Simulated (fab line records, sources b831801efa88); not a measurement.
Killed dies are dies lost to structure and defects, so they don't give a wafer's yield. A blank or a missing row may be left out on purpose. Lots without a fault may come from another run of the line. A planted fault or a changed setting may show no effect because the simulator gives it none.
Tool commonality check | flow gf180mcu | 8 lots, 24 wafers sampled

WHY IT WAS OPENED
At GF_VT_IMPLANT_RS_MEAS_46 the reading MVSD_RS is flagged on 2 of 8 lots. Wafers without a fault read 456.5 ohm/sq, standard deviation 1.2.
Rule: a lot is flagged when every wafer of it that has a number lies more than 4 standard deviations from that mean, or none has a number. The other lots count as sound.

lot  | measured     | on            | MVSD_RS (ohm/sq), wafer by wafer | flag
L929 | day 7 12:15  | film_metro-01 | 457.3 457.0 456.7                |
L930 | day 7 18:30  | film_metro-01 | 456.3 455.5 455.3                |
L931 | day 8 05:07  | film_metro-03 | 455.4 453.7 454.1                |
L932 | day 8 10:29  | film_metro-03 | 456.8 455.0 456.0                |
L937 | day 9 18:29  | film_metro-02 | 457.2 458.0 456.1                |
L941 | day 10 20:49 | film_metro-01 | 475.1 474.7 476.6                | FLAGGED
L943 | day 11 10:53 | film_metro-02 | 474.4 476.4 475.5                | FLAGGED
L947 | day 12 14:32 | film_metro-01 | 458.3 457.0 457.4                |
The numbers of the flagged lots are 475.4 ohm/sq on average: +18.9 ohm/sq against the usual, or +16 standard deviations.

WHICH TOOL RAN EACH LOT
The record holds 3 process steps before the reading, out of a route of 602 steps. In each cell: the tool, then ch and the chambers that the sampled wafers went through, then the start.
lot  | flag    | GF_STI_CMP_25                | GF_MVSD_IMPLANT_09             | GF_VT_IMPLANT_RTA_45
L929 |         | cmp-02 ch 0,1,3, day 2 03:39 | implanter-02 ch 0, day 4 08:59 | rtp_anneal-01 ch 0, day 7 12:09
L930 |         | cmp-02 ch 0,1, day 2 09:08   | implanter-02 ch 0, day 4 16:29 | rtp_anneal-01 ch 0, day 7 18:24
L931 |         | cmp-02 ch 1,2,3, day 2 15:29 | implanter-02 ch 0, day 4 23:30 | rtp_anneal-01 ch 0, day 8 05:01
L932 |         | cmp-01 ch 1,3, day 2 20:17   | implanter-02 ch 0, day 5 04:22 | rtp_anneal-02 ch 0, day 8 10:21
L937 |         | cmp-02 ch 1,2,3, day 3 21:53 | implanter-01 ch 0, day 6 08:32 | rtp_anneal-02 ch 0, day 9 18:23
L941 | FLAGGED | cmp-01 ch 1,2,3, day 4 16:38 | implanter-01 ch 0, day 7 06:45 | rtp_anneal-01 ch 0, day 10 20:42
L943 | FLAGGED | cmp-01 ch 0,1,2, day 5 03:55 | implanter-01 ch 0, day 7 19:47 | rtp_anneal-01 ch 0, day 11 10:47
L947 |         | cmp-01 ch 0,1,2, day 6 01:05 | implanter-02 ch 0, day 8 18:54 | rtp_anneal-02 ch 0, day 12 14:26
What these steps do:
- GF_STI_CMP_25: polishes, stops on Si3N4, t overpolish 33 s, target thk 524.6 nm.
- GF_MVSD_IMPLANT_09
- GF_VT_IMPLANT_RTA_45: time 30 s.
- GF_VT_IMPLANT_RS_MEAS_46: measures by four-point-probe.

FLAGGED OVER TOTAL, TOOL BY TOOL (the gauges that took the reading come last)
step                     | tool          | lots run | flagged | share of the flagged lots | sound lots run after its first flagged lot
GF_STI_CMP_25            | cmp-01        | 4        | 2       | all                       | 1 (L947)
GF_STI_CMP_25            | cmp-02        | 4        | 0       | none                      | -
GF_MVSD_IMPLANT_09       | implanter-01  | 3        | 2       | all                       | 0
GF_MVSD_IMPLANT_09       | implanter-02  | 5        | 0       | none                      | -
GF_VT_IMPLANT_RTA_45     | rtp_anneal-01 | 5        | 2       | all                       | 0
GF_VT_IMPLANT_RTA_45     | rtp_anneal-02 | 3        | 0       | none                      | -
GF_VT_IMPLANT_RS_MEAS_46 | film_metro-01 | 4        | 1       | some                      | 1 (L947)
GF_VT_IMPLANT_RS_MEAS_46 | film_metro-02 | 2        | 1       | some                      | 0
GF_VT_IMPLANT_RS_MEAS_46 | film_metro-03 | 2        | 0       | none                      | -

WHAT THE TABLE ALLOWS
3 rows of the table ran every flagged lot: cmp-01 at GF_STI_CMP_25, implanter-01 at GF_MVSD_IMPLANT_09, rtp_anneal-01 at GF_VT_IMPLANT_RTA_45.
- cmp-01 at GF_STI_CMP_25: 2 of its 4 lots flagged. Sound lots ran on it after the first flagged one (L947), which a lasting fault on the whole tool wouldn't allow.
- implanter-01 at GF_MVSD_IMPLANT_09: 2 of its 3 lots flagged. Its last sound lot is L937 (day 6 08:32), its first flagged lot L941 (day 7 06:45): a fault that began between those two fits. Its own readings lie more than 4 standard deviations out on every wafer of the flagged lots: dose_ions_cm2, faraday_current_uA.
- rtp_anneal-01 at GF_VT_IMPLANT_RTA_45: 2 of its 5 lots flagged. Its last sound lot is L931 (day 8 05:01), its first flagged lot L941 (day 10 20:42): a fault that began between those two fits.
Counting lots can't tell these 2 tools apart, because each fits a fault that began at some hour. More lots, or a look at what each step does to the wafer, might.

WHAT THE SIMULATOR HAD PUT IN
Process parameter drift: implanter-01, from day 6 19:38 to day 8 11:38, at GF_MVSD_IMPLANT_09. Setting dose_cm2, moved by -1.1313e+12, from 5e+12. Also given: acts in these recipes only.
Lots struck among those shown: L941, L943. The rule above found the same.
